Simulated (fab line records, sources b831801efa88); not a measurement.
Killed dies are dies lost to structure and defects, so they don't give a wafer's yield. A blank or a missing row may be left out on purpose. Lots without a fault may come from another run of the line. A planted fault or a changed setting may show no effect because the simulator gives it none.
A struck lot beside a sound one | flow sky130 | 23 steps out of a route of 708
Sound: wafers L566.1, L566.5, L566.6. Struck: wafers L561.2, L561.5, L561.6. The cause comes at the end.
At each step with rows: each side's tool, then ch and its chambers, then its first start. Under that, the readings that differ: sound wafers | struck wafers | difference of the means | sigmas: that difference in standard deviations of wafers without a fault.
alike: readings whose means differ by less than 2 such deviations, and words and numbers that are the same on both sides. not compared: withheld readings, readings that some wafer has no value for, bounds like >300 that may hide the same value, and numbers for which the record gives no deviation and whose values overlap.
The two part at a step that has a row with sigmas, a row that says differs or no value, or rows on one side only. Numbers that don't overlap but have no deviation are shown without sigmas and don't part them. A reading that every wafer of one side lacks parts them only if that side has two wafers or more.

first, 8 steps without rows for these wafers: SKY_LDD_N_IMPLANT_08; SKY_LDD_N_IMPLANT_09; SKY_LDD_N_IMPLANT_10; SKY_LDD_N_IMPLANT_11; SKY_LDD_N_IMPLANT_12; SKY_LDD_N_IMPLANT_13; SKY_LDD_N_IMPLANT_14; SKY_LDD_N_IMPLANT_15.
SKY_LDD_N_STRIP_16: strips in O2/N2.
  sound on plasma_asher-04 ch 0,1, day 23 22:29; struck on plasma_asher-01 ch 0,1, day 22 00:30
  alike: drypump_motor_current_A, oes_product_au, strip_time_to_endpoint_s
  not compared: rf_hours_counter_h
SKY_LDD_N_TW_MEAS_17:
  sound on film_metro-01, day 23 22:35; struck on film_metro-02, day 22 00:37
  alike: LDD_N_TW
then, 2 steps without rows for these wafers: SKY_LDD_P_DEHYDRATE_00 (time 60 s); SKY_LDD_P_HMDS_01 (prime time 60 s).
SKY_LDD_P_COAT_02: resist thk 1140 nm.
  sound on litho_track-03 ch 0, day 24 12:02; struck on litho_track-01 ch 0, day 22 16:16
  reading                                    | sound          | struck         | difference | sigmas
  model.NOVOLAK_of_LDD_P_COAT_02.thk_nm (nm) | 1139 1139 1141 | 1460 1461 1461 | +321       |
  alike: dispense_pressure_kPa
then, 3 steps without rows for these wafers: SKY_LDD_P_SOFTBAKE_03 (time 60 s); SKY_LDD_P_EXPOSE_04 (exposes mask PSDM, target cd 380 nm); SKY_LDD_P_PEB_05.
SKY_LDD_P_DEVELOP_06: develop time 60 s.
  sound on litho_track-01 ch 0, day 25 02:41; struck on litho_track-01 ch 0, day 23 06:37
  reading                                    | sound          | struck         | difference | sigmas
  model.NOVOLAK_of_LDD_P_COAT_02.thk_nm (nm) | 1139 1139 1141 | 1459 1461 1461 | +321       |
SKY_LDD_P_CD_MEAS_07: target cd 380 nm.
  sound on cd_sem-01, day 25 02:50; struck on cd_sem-01, day 23 06:46
  reading    | sound             | struck            | difference | sigmas
  cd_nm (nm) | 378.8 379.0 378.6 | 351.5 351.5 351.1 | -27.4      | -11
SKY_LDD_P_OVL_MEAS_08:
  sound on overlay-02, day 25 02:58; struck on overlay-02, day 23 06:52
  alike: LDD_P_OVL
then, 1 step without rows for these wafers: SKY_LDD_P_IMPLANT_09.
SKY_LDD_P_STRIP_10: strips in O2/N2.
  sound on plasma_asher-03 ch 0,1, day 25 03:09; struck on plasma_asher-03 ch 0,1, day 23 07:03
  reading                      | sound             | struck            | difference | sigmas
  strip_time_to_endpoint_s (s) | 14.18 14.17 14.19 | 17.75 17.78 17.77 | +3.59      | +92
  alike: drypump_motor_current_A, oes_product_au
  not compared: rf_hours_counter_h
SKY_LDD_P_TW_MEAS_11:
  sound on film_metro-03, day 25 03:15; struck on film_metro-02, day 23 07:10
  alike: LDD_P_TW
then, 1 step without rows for these wafers: SKY_PAD_OPEN_PROBE_99.

WHERE THEY PART
First at SKY_LDD_P_CD_MEAS_07; last, within this record, at SKY_LDD_P_STRIP_10. Later steps at which nothing parts them and some readings are alike: SKY_LDD_P_TW_MEAS_11.

WHY: what the simulator had put in
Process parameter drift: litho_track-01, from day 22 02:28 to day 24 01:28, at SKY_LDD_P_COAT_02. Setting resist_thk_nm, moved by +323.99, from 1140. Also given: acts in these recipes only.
